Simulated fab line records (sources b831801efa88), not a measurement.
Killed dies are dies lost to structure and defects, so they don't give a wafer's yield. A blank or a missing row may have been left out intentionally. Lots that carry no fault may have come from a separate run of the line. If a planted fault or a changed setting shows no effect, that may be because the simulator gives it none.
fab line records | flow sky130
record: lots: 14 | wafers: 42 | last-day: 50
route steps=708 shown METAL4@629 VIA4@642
lots that met no fault: from a run of the same line without faults
start-h: hours from the record's opening day to when the first of the lot's shown wafers began | wait-h: time in hours since the lot's previous step | " identical to the entry in the row above | L1.1+2: several wafers, shown together as one row | - no value, or no start was given | * or withheld: withheld | < > ~ a bound
route shown NAME@n: NAME is a module with steps in the file, n the number in the route of the first one | usual: mean/standard deviation taken from wafers without a fault | same: alike in all rows | chamber/n: place in a boat | sites: each site's reading | _std_site: their standard deviation | _edge_site: mean of outer sites minus mean of inner sites | radius-mm: for every site, how far away it sits from the centre of the wafer | mask NAME#n: copy n | behind: the last tool/chamber to shape the wafer | hold: reason for holding the lot/hours on hold/outcome of the hold | device: the n, p or np transistor that did not switch | end of line: at the end of the route, the tests of the same wafers | step lacking rows: just its recipe | killed: dies that structure and defects cost at the first sort, which is not the same as the wafer's yield | map: shows each die of a wafer: x if killed, . if not, _ if none is there
set.NAME: the setting that was run; set.NAME@STEP: the one run at that earlier step | model.NAME: the simulator's own value behind a step, which no gauge read
the route's steps for a sample of lots (tables are steps, rows are wafers)
services: from which hour (start-h, from the record's first day; less than 0 if before it) a tool's chamber was out of use, for how many hours, and why
== steps ==
step: SKY_METAL4_CD_MEAS_13
recipe: target-cd-nm: 300
usual: cd-nm: 299.7/1.7
lot.wafer | tool      | chamber | start-h | wait-h | cd-nm
L158.2    | cd-sem-02 | -       | 979.50  | -      | 298.4
L158.4    | "         | -       | "       | "      | 299.3
L158.5    | "         | -       | "       | "      | 299.5
L159.1    | cd-sem-01 | -       | 989.63  | -      | 298.2
L159.2    | "         | -       | "       | "      | 298.8
L159.4    | "         | -       | "       | "      | 296.3
L161.1    | cd-sem-01 | -       | 999.38  | -      | 299.0
L161.3    | "         | -       | "       | "      | 298.1
L161.4    | "         | -       | "       | "      | 298.7
L165.1    | cd-sem-01 | -       | 1028.80 | -      | 296.7
L165.5    | "         | -       | "       | "      | 298.2
L165.6    | "         | -       | "       | "      | 298.0
L166.1    | cd-sem-01 | -       | 1042.63 | -      | 297.1
L166.4    | "         | -       | "       | "      | 297.3
L166.6    | "         | -       | "       | "      | 298.3
L167.1    | cd-sem-01 | -       | 1048.55 | -      | 298.9
L167.4    | "         | -       | "       | "      | 299.2
L167.5    | "         | -       | "       | "      | 299.6
L168.2    | cd-sem-01 | -       | 1055.00 | -      | 300.3
L168.3    | "         | -       | "       | "      | 298.7
L168.5    | "         | -       | "       | "      | 299.4
L175.2    | cd-sem-02 | -       | 1101.80 | -      | 302.8
L175.4    | "         | -       | "       | "      | 303.4
L175.6    | "         | -       | "       | "      | 302.3
L176.1    | cd-sem-01 | -       | 1101.98 | -      | 301.6
L176.4    | "         | -       | "       | "      | 302.7
L176.5    | "         | -       | "       | "      | 300.9
L177.3    | cd-sem-01 | -       | 1102.77 | -      | 299.9
L177.4    | "         | -       | "       | "      | 300.4
L177.6    | "         | -       | "       | "      | 299.8
L178.1    | cd-sem-02 | -       | 1104.60 | -      | 301.8
L178.3    | "         | -       | "       | "      | 301.3
L178.4    | "         | -       | "       | "      | 300.9
L179.2    | cd-sem-01 | -       | 1116.95 | -      | 299.8
L179.3    | "         | -       | "       | "      | 298.3
L179.6    | "         | -       | "       | "      | 298.5
L180.2    | cd-sem-02 | -       | 1118.20 | -      | 302.5
L180.4    | "         | -       | "       | "      | 299.5
L180.6    | "         | -       | "       | "      | 301.2
L181.1    | cd-sem-01 | -       | 1129.53 | -      | 300.5
L181.3    | "         | -       | "       | "      | 301.5
L181.4    | "         | -       | "       | "      | 302.0
step: SKY_METAL4_ETCH_16
recipe: chemistry: N2/H2 | target: BARC | ion-energy-ev: 200 | bias-w: 100 | pressure-mtorr: 30 | n2-flow-sccm: 100 | h2-flow-sccm: 200 | icp-w: 500 | stop-on: SiO2 | time-s: 88.2 | target-depth-a: 600
usual: drypump-motor-current-A: 5.6/0.49 | he-backside-leak-sccm: 3.4/0.31 | oes-product-au: 0.626/0.0046 | rf-fwd-power-W: 497.2/1.9 | throttle-valve-pct: 13.205/0.009
lot.wafer | tool         | chamber | start-h | wait-h | drypump-motor-current-A | he-backside-leak-sccm | oes-product-au | rf-fwd-power-W | rf-hours-counter-h | throttle-valve-pct
L158.2    | rie-metal-01 | 0       | 979.67  | 0.0    | 5.8                     | 3.7                   | 0.624          | 499.4          | 14                 | 13.206
L158.4    | "            | 0       | "       | "      | 5.9                     | 3.6                   | 0.627          | 497.6          | -                  | 13.197
L158.5    | "            | 1       | "       | "      | 4.9                     | 3.1                   | 0.621          | 495.1          | -                  | 13.224
L159.1    | rie-metal-02 | 0       | 989.82  | 0.0    | 6.1                     | 3.4                   | 0.622          | 497.4          | 15                 | 13.210
L159.2    | "            | 1       | "       | "      | 5.3                     | 3.3                   | 0.621          | 495.1          | 22                 | 13.209
L159.4    | "            | 1       | "       | "      | 5.3                     | 3.2                   | 0.620          | 497.2          | -                  | 13.198
L161.1    | rie-metal-01 | 0       | 999.57  | 0.0    | 5.8                     | 3.5                   | 0.633          | 496.7          | 15                 | 13.190
L161.3    | "            | 0       | "       | "      | 5.8                     | 3.3                   | 0.624          | 496.2          | -                  | 13.215
L161.4    | "            | 1       | "       | "      | 4.8                     | 3.2                   | 0.635          | 496.1          | -                  | 13.193
L165.1    | rie-metal-04 | 1       | 1028.98 | 0.0    | 5.4                     | 3.4                   | 0.624          | 498.9          | 14                 | 13.211
L165.5    | "            | 0       | "       | "      | 6.2                     | 3.6                   | 0.623          | 497.4          | -                  | 13.216
L165.6    | "            | 1       | "       | "      | 5.4                     | 3.5                   | 0.635          | 498.4          | -                  | 13.217
L166.1    | rie-metal-01 | 0       | 1042.82 | 0.0    | 5.8                     | 3.6                   | 0.631          | 500.4          | 17                 | 13.204
L166.4    | "            | 1       | "       | "      | 4.9                     | 3.1                   | 0.621          | 497.4          | -                  | 13.207
L166.6    | "            | 0       | "       | "      | 5.8                     | 3.5                   | 0.632          | 499.5          | -                  | 13.203
L167.1    | rie-metal-04 | 0       | 1048.73 | 0.0    | 6.2                     | 3.6                   | 0.625          | 496.2          | 21                 | 13.203
L167.4    | "            | 0       | "       | "      | 6.2                     | 3.6                   | 0.624          | 496.0          | -                  | 13.203
L167.5    | "            | 0       | "       | "      | 6.2                     | 3.7                   | 0.627          | 494.5          | -                  | 13.204
L168.2    | rie-metal-01 | 1       | 1055.17 | 0.0    | 4.8                     | 3.1                   | 0.630          | 497.8          | 17                 | 13.201
L168.3    | "            | 1       | "       | "      | 4.8                     | 3.1                   | 0.625          | 498.5          | -                  | 13.214
L168.5    | "            | 1       | "       | "      | 4.8                     | 3.2                   | 0.624          | 499.2          | -                  | 13.202
L175.2    | rie-metal-01 | 1       | 1101.97 | 0.0    | 4.8                     | 3.1                   | 0.623          | 492.9          | 20                 | 13.202
L175.4    | "            | 0       | "       | "      | 5.8                     | 3.6                   | 0.625          | 497.6          | -                  | 13.199
L175.6    | "            | 1       | "       | "      | 4.9                     | 2.9                   | 0.626          | 494.4          | -                  | 13.205
L176.1    | rie-metal-02 | 1       | 1102.17 | 0.0    | 5.3                     | 3.1                   | 0.629          | 496.7          | 5                  | 13.212
L176.4    | "            | 0       | "       | "      | 6.1                     | 3.5                   | 0.633          | 497.1          | -                  | 13.209
L176.5    | "            | 1       | "       | "      | 5.3                     | 3.2                   | 0.620          | 496.0          | -                  | 13.205
L177.3    | rie-metal-04 | 1       | 1102.95 | 0.0    | 5.4                     | 3.6                   | 0.626          | 500.3          | -                  | 13.215
L177.4    | "            | 0       | "       | "      | 6.2                     | 3.7                   | 0.625          | 500.5          | -                  | 13.199
L177.6    | "            | 1       | "       | "      | 5.4                     | 3.6                   | 0.624          | 498.5          | -                  | 13.197
L178.1    | rie-metal-01 | 0       | 1104.78 | 0.0    | 5.8                     | 3.5                   | 0.625          | 495.1          | 22                 | 13.209
L178.3    | "            | 1       | "       | "      | 4.9                     | 3.0                   | 0.625          | 496.3          | -                  | 13.204
L178.4    | "            | 0       | "       | "      | 5.8                     | 3.5                   | 0.623          | 493.4          | -                  | 13.217
L179.2    | rie-metal-01 | 1       | 1117.15 | 0.0    | 4.8                     | 3.1                   | 0.622          | 495.7          | 21                 | 13.212
L179.3    | "            | 0       | "       | "      | 5.8                     | 3.4                   | 0.620          | 495.9          | -                  | 13.208
L179.6    | "            | 0       | "       | "      | 5.8                     | 3.5                   | 0.625          | 497.2          | -                  | 13.222
L180.2    | rie-metal-02 | 0       | 1118.37 | 0.0    | 6.1                     | 3.5                   | 0.625          | 494.1          | 24                 | 13.198
L180.4    | "            | 0       | "       | "      | 6.1                     | 3.6                   | 0.621          | 495.6          | -                  | 13.224
L180.6    | "            | 0       | "       | "      | 6.1                     | 3.7                   | 0.621          | 497.2          | -                  | 13.183
L181.1    | rie-metal-01 | 0       | 1129.72 | 0.0    | 5.8                     | 3.6                   | 0.620          | 499.0          | 23                 | 13.199
L181.3    | "            | 1       | "       | "      | 4.8                     | 3.2                   | 0.620          | 497.5          | -                  | 13.211
L181.4    | "            | 0       | "       | "      | 5.8                     | 3.6                   | 0.627          | 497.6          | -                  | 13.210
step: SKY_VIA4_BOW_MEAS_03
recipe: mode: bow
usual: VIA4_BOW: 78/7.3
lot.wafer | tool          | chamber | start-h | wait-h | VIA4_BOW[um]
L158.2    | film-metro-02 | -       | 981.12  | 0.1    | 78
L158.4    | "             | -       | "       | "      | 92
L158.5    | "             | -       | "       | "      | 83
L159.1    | film-metro-02 | -       | 991.29  | 0.1    | 73
L159.2    | "             | -       | "       | "      | 68
L159.4    | "             | -       | "       | "      | 78
L161.1    | film-metro-02 | -       | 1001.57 | 0.2    | 68
L161.3    | "             | -       | "       | "      | 71
L161.4    | "             | -       | "       | "      | 77
L165.1    | film-metro-04 | -       | 1030.41 | 0.1    | 80
L165.5    | "             | -       | "       | "      | 79
L165.6    | "             | -       | "       | "      | 71
L166.1    | film-metro-01 | -       | 1044.25 | 0.1    | 71
L166.4    | "             | -       | "       | "      | 78
L166.6    | "             | -       | "       | "      | 78
L167.1    | film-metro-01 | -       | 1050.25 | 0.1    | 72
L167.4    | "             | -       | "       | "      | 78
L167.5    | "             | -       | "       | "      | 82
L168.2    | film-metro-01 | -       | 1056.71 | 0.2    | 84
L168.3    | "             | -       | "       | "      | 73
L168.5    | "             | -       | "       | "      | 78
L175.2    | film-metro-04 | -       | 1103.45 | 0.1    | 78
L175.4    | "             | -       | "       | "      | 73
L175.6    | "             | -       | "       | "      | 90
L176.1    | film-metro-01 | -       | 1104.01 | 0.1    | 85
L176.4    | "             | -       | "       | "      | 76
L176.5    | "             | -       | "       | "      | 62
L177.3    | film-metro-04 | -       | 1104.39 | 0.2    | 85
L177.4    | "             | -       | "       | "      | 75
L177.6    | "             | -       | "       | "      | 81
L178.1    | film-metro-02 | -       | 1106.25 | 0.1    | 84
L178.3    | "             | -       | "       | "      | 75
L178.4    | "             | -       | "       | "      | 80
L179.2    | film-metro-01 | -       | 1118.70 | 0.2    | 77
L179.3    | "             | -       | "       | "      | 88
L179.6    | "             | -       | "       | "      | 77
L180.2    | film-metro-04 | -       | 1119.98 | 0.2    | 84
L180.4    | "             | -       | "       | "      | 76
L180.6    | "             | -       | "       | "      | 81
L181.1    | film-metro-02 | -       | 1131.19 | 0.2    | 70
L181.3    | "             | -       | "       | "      | 61
L181.4    | "             | -       | "       | "      | 67
step: SKY_VIA4_EXPOSE_08
recipe: mask-id: VIM4 | na: 0.6 | source-shape: conventional | sigma-outer: 0.6 | polarization: unpolarized | target-cd-nm: 800 | dose-mj: 132
usual: exposure-dose-mJ-cm2: 132.01/0.13 | focus-offset-nm: 0.1/0.54
lot.wafer | tool             | chamber | start-h | wait-h | mask   | exposure-dose-mJ-cm2 | focus-offset-nm
L158.2    | iline-stepper-02 | 0       | 993.60  | -      | VIM4#0 | 131.95               | 0.2
L158.4    | "                | 0       | "       | "      | VIM4#0 | 132.10               | 0.5
L158.5    | "                | 0       | "       | "      | VIM4#0 | 132.23               | 0.6
L159.1    | iline-stepper-01 | 0       | 1002.86 | -      | VIM4#0 | 131.66               | -0.5
L159.2    | "                | 0       | "       | "      | VIM4#0 | 131.99               | -0.4
L159.4    | "                | 0       | "       | "      | VIM4#0 | 131.67               | -0.5
L161.1    | iline-stepper-02 | 0       | 1012.90 | -      | VIM4#0 | 131.97               | 0.4
L161.3    | "                | 0       | "       | "      | VIM4#0 | 131.81               | 0.7
L161.4    | "                | 0       | "       | "      | VIM4#0 | 131.97               | 0.1
L165.1    | iline-stepper-01 | 0       | 1041.45 | -      | VIM4#0 | 131.84               | -0.1
L165.5    | "                | 0       | "       | "      | VIM4#0 | 132.04               | 0.1
L165.6    | "                | 0       | "       | "      | VIM4#0 | 132.03               | 0.1
L166.1    | iline-stepper-02 | 0       | 1055.22 | -      | VIM4#0 | 132.15               | 0.6
L166.4    | "                | 0       | "       | "      | VIM4#0 | 132.04               | 0.0
L166.6    | "                | 0       | "       | "      | VIM4#0 | 132.04               | 0.4
L167.1    | iline-stepper-02 | -       | 1060.84 | -      | VIM4#0 | -                    | -
L167.4    | "                | -       | "       | "      | VIM4#0 | -                    | -
L167.5    | "                | -       | "       | "      | VIM4#0 | -                    | -
L168.2    | iline-stepper-02 | -       | 1067.59 | -      | VIM4#0 | -                    | -
L168.3    | "                | -       | "       | "      | VIM4#0 | -                    | -
L168.5    | "                | -       | "       | "      | VIM4#0 | -                    | -
L175.2    | iline-stepper-01 | 0       | 1113.59 | -      | VIM4#0 | 132.15               | -0.3
L175.4    | "                | 0       | "       | "      | VIM4#0 | 132.07               | 0.8
L175.6    | "                | 0       | "       | "      | VIM4#0 | 132.21               | 0.5
L176.1    | iline-stepper-02 | 0       | 1114.32 | -      | VIM4#0 | 131.98               | -0.1
L176.4    | "                | 0       | "       | "      | VIM4#0 | 132.01               | -0.3
L176.5    | "                | 0       | "       | "      | VIM4#0 | 132.21               | -0.5
L177.3    | iline-stepper-02 | 0       | 1114.57 | -      | VIM4#0 | 131.81               | 0.1
L177.4    | "                | 0       | "       | "      | VIM4#0 | 131.74               | 0.5
L177.6    | "                | 0       | "       | "      | VIM4#0 | 131.72               | -0.4
L178.1    | iline-stepper-02 | 0       | 1116.28 | -      | VIM4#0 | 131.95               | -0.1
L178.3    | "                | 0       | "       | "      | VIM4#0 | 132.06               | -0.4
L178.4    | "                | 0       | "       | "      | VIM4#0 | 131.88               | 0.3
L179.2    | iline-stepper-01 | 0       | 1127.83 | -      | VIM4#0 | 132.08               | -0.9
L179.3    | "                | 0       | "       | "      | VIM4#0 | 131.96               | 0.5
L179.6    | "                | 0       | "       | "      | VIM4#0 | 132.10               | 0.0
L180.2    | iline-stepper-01 | 0       | 1129.61 | -      | VIM4#0 | 131.98               | 0.2
L180.4    | "                | 0       | "       | "      | VIM4#0 | 131.98               | -0.3
L180.6    | "                | 0       | "       | "      | VIM4#0 | 131.97               | -0.5
L181.1    | iline-stepper-02 | 0       | 1140.72 | -      | VIM4#0 | 132.00               | 0.6
L181.3    | "                | 0       | "       | "      | VIM4#0 | 132.01               | 1.0
L181.4    | "                | 0       | "       | "      | VIM4#0 | 131.96               | 0.2
== services ==
tool             | chamber | start-h | hours | kind
rie-metal-02     | -       | 958.58  | 1.2   | repair
iline-stepper-01 | -       | 963.31  | 5.1   | repair
iline-stepper-01 | -       | 970.59  | 4.4   | pm
iline-stepper-01 | -       | 982.33  | 1.0   | repair
rie-metal-02     | 0       | 997.52  | 10.0  | repair
rie-metal-02     | 1       | 1010.15 | -     | clean
rie-metal-02     | 1       | 1010.15 | 16.4  | scheduled-down
rie-metal-02     | 1       | 1010.15 | 16.4  | vent-cycle
iline-stepper-02 | -       | 1039.56 | 1.7   | pm
rie-metal-01     | 0       | 1061.78 | 1.9   | repair
rie-metal-04     | 0       | 1079.92 | -     | clean
rie-metal-04     | 0       | 1079.92 | 22.1  | scheduled-down
rie-metal-04     | 0       | 1079.92 | 22.1  | vent-cycle
iline-stepper-01 | -       | 1114.79 | 1.7   | pm
== key ==
first-sign: step: SKY_VIA4_EXPOSE_08 | reading: tool-record | direction: missing
effect none on later readings
met-at SKY_VIA4_EXPOSE_08
struck-lots L167,L168
later-rows-left-out L167.1,L167.4,L167.5,L168.2,L168.3,L168.5
sort-left-out L167.1,L167.4,L167.5,L168.2,L168.3,L168.5
not-acting-at SKY_METAL4_CD_MEAS_13,SKY_METAL4_ETCH_16,SKY_VIA4_BOW_MEAS_03
onset-between 1055.22 1060.84
fault: kind: skipped-step-whole | tool: iline-stepper-02 | chamber: - | onset-h: 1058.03 | steps: SKY_VIA4_EXPOSE_08 | scope: struck-lots-only
sort-left-out: the simulated sort isn't trusted on such a fault, so these wafers' sort isn't shown, and their yield isn't known
later-rows-left-out: the simulator's readings of these wafers behind a module that went badly wrong aren't trusted and aren't shown, but for the sort
